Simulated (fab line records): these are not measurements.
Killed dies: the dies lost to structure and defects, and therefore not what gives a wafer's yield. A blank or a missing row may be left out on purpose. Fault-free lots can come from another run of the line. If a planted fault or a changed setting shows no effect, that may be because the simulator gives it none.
Matching of chambers -- flow sky130 -- SKY_VIA1_ETCH_15 on rieDiel-03 has 4 sister chambers
The step etches SiO2 in C4F8/O2/Ar, stops on TiN, target depth 351 nm, time 54 s. 7 wafers are shown with their chamber, then 8 later ones without.

## WAFERS WITH THEIR CHAMBER
wafer,chamber,oesProductAu (a.u.)
L084.1,1,0.983
L084.4,2,0.993
L084.6,2,0.980
L086.1,0,0.986
L086.2,3,0.985
L086.6,0,0.988
L091.2,3,0.976

## WAFERS MISSING THEIR CHAMBER
wafer,oesProductAu (a.u.)
L091.3,0.976
L091.6,0.992
L094.1,0.995
L094.3,0.983
L094.6,0.988
L097.3,0.989
L097.4,0.986
L097.5,0.966

## WHICH CHAMBER EACH WENT THROUGH
wafer,from the rows above,in truth
L091.3,can't be placed: 3 or 1 or 2 or 0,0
L091.6,can't be placed: 0 or 2 or 1 or 3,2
L094.1,can't be placed: 0 or 2 or 1 or 3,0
L094.3,can't be placed: 1 or 3 or 2 or 0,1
L094.6,can't be placed: 0 or 2 or 1 or 3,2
L097.3,can't be placed: 0 or 2 or 1 or 3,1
L097.4,can't be placed: 2 or 0 or 1 or 3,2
L097.5,can't be placed: 3 or 1 or 2 or 0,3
0 of 8 placed correctly. Unplaceable from these rows: 8, with the true chamber sitting among the candidates in 8. Placed wrongly: 0.
How it was worked out, from the rows above alone: a wafer's distance from a chamber is the root of the sum, over the readings, of the square of ((its reading less the chamber's mean) divided by the reading's scatter). If the next closest chamber is less than 2 further off than the closest, the wafer can't be placed; otherwise it belongs to the closest. A chamber's mean is the mean of its shown wafers. The scatter: the root of (the sum of the squares of (reading less its chamber's mean) over the shown wafers, divided by (wafers less chambers)).
